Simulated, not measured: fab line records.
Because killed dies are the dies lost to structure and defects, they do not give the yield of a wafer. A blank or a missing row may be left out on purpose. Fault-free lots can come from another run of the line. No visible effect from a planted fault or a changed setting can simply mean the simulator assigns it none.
Which tool did it? + flow gf180mcu + 14 lots with 42 wafers sampled at 3 steps, on a route of 602 steps

== WHAT EACH GAUGE READ, for each wafer ==
GF_M3_CD_MEAS_14: the cd target is 280 nm.
| lot  | measured     | on       | cdNm (nm)         |
|------|--------------|----------|-------------------|
| L878 | day 21 13:19 | cdSem-02 | 279.6 279.6 278.7 |
| L879 | day 22 04:22 | cdSem-01 | 280.1 278.7 278.7 |
| L880 | day 22 05:03 | cdSem-02 | 279.9 279.6 280.8 |
| L882 | day 22 18:40 | cdSem-02 | 280.6 280.4 280.3 |
| L883 | day 23 06:39 | cdSem-01 | 279.3 280.1 278.7 |
| L887 | day 24 14:52 | cdSem-01 | 280.6 280.4 280.8 |
| L888 | day 24 23:19 | cdSem-02 | 278.7 278.8 276.4 |
| L889 | day 25 08:05 | cdSem-02 | 279.9 279.1 278.7 |
| L890 | day 25 15:15 | cdSem-01 | 279.4 279.5 278.2 |
| L891 | day 25 20:36 | cdSem-02 | 278.1 278.7 278.7 |
| L892 | day 26 07:28 | cdSem-02 | 280.8 281.2 281.4 |
| L896 | day 27 12:58 | cdSem-01 | 278.8 279.1 278.1 |
| L899 | day 28 04:37 | cdSem-02 | 277.0 278.1 277.6 |
| L901 | day 28 20:40 | cdSem-02 | 281.4 280.5 281.7 |

GF_M3_OVL_MEAS_15.
| lot  | measured     | on         | M3_OVL (nm) |
|------|--------------|------------|-------------|
| L878 | day 21 13:26 | overlay-02 | 0 -4 -6     |
| L879 | day 22 04:29 | overlay-01 | -7 -7 -2    |
| L880 | day 22 05:10 | overlay-02 | -5 1 -10    |
| L882 | day 22 18:47 | overlay-01 | -3 -2 0     |
| L883 | day 23 06:44 | overlay-01 | -3 -10 -6   |
| L887 | day 24 14:59 | overlay-02 | -8 -7 -9    |
| L888 | day 24 23:26 | overlay-01 | 5 0 -2      |
| L889 | day 25 08:11 | overlay-01 | -3 1 -8     |
| L890 | day 25 15:20 | overlay-01 | -4 -1 -3    |
| L891 | day 25 20:43 | overlay-01 | -6 0 -8     |
| L892 | day 26 07:35 | overlay-01 | -9 -14 -6   |
| L896 | day 27 13:02 | overlay-01 | 0 -3 -3     |
| L899 | day 28 04:41 | overlay-02 | -3 -4 -10   |
| L901 | day 28 20:47 | overlay-01 | -1 -6 -1    |

GF_V3_THK_MEAS_03.
| lot  | measured     | on           | V3_CVD_02_THK (nm) |
|------|--------------|--------------|--------------------|
| L878 | day 21 14:20 | filmMetro-03 | 843 844 850        |
| L879 | day 22 05:31 | filmMetro-02 | 844 836 865        |
| L880 | day 22 06:04 | filmMetro-02 | 842 841 848        |
| L882 | day 22 19:49 | filmMetro-02 | 841 849 861        |
| L883 | day 23 07:47 | filmMetro-02 | 834 851 851        |
| L887 | day 24 15:56 | filmMetro-03 | 845 856 859        |
| L888 | day 25 00:20 | filmMetro-02 | 836 838 852        |
| L889 | day 25 09:08 | filmMetro-01 | 838 842 858        |
| L890 | day 25 16:17 | filmMetro-03 | 825 850 846        |
| L891 | day 25 21:39 | filmMetro-02 | 831 835 849        |
| L892 | day 26 08:29 | filmMetro-03 | 842 843 853        |
| L896 | day 27 13:58 | filmMetro-03 | 853 836 856        |
| L899 | day 28 05:36 | filmMetro-01 | 866 856 862        |
| L901 | day 28 21:43 | filmMetro-01 | 846 864 863        |

== WHAT TOOL EACH LOT RAN ON (gives the tool, then ch and the chambers of the sampled wafers, and finally the start) ==
Before these readings, the record contains no process step.

== AS READ BY THE TOOLS THEMSELVES (means over the sampled wafers that have a number; for cases with no such wafer, the mark the record gives instead) ==
The record holds no such reading with a usual standard deviation.

== THE ANSWER, worked out from the rows above alone ==
Rule: what is usual is taken from the lots themselves. The widest of any qualifying gaps counts: lots, ordered by their means at a reading, are off when they make up no more than a third of the lots, leave a main group of 4 or more, and stand apart from it by 3 or more times the standard deviation of that group's means. A main group whose means are all the same, to the digits that the tables above print for the reading, isn't used. Also off: a lot with no number at a reading for which 4 or more lots have one. Any other lot the step has rows for is counted as sound. The gauges are gone through in route order, then the tools' own readings, and for those a lot's mean is taken as printed above. The first step at which some lot is off is used, and at that step the reading that is off furthest; a lot without a number counts as furthest.
Across all readings shown, no lot is off: no conclusion can be drawn from this.

== WHAT THE SIMULATOR HAD PUT IN ==
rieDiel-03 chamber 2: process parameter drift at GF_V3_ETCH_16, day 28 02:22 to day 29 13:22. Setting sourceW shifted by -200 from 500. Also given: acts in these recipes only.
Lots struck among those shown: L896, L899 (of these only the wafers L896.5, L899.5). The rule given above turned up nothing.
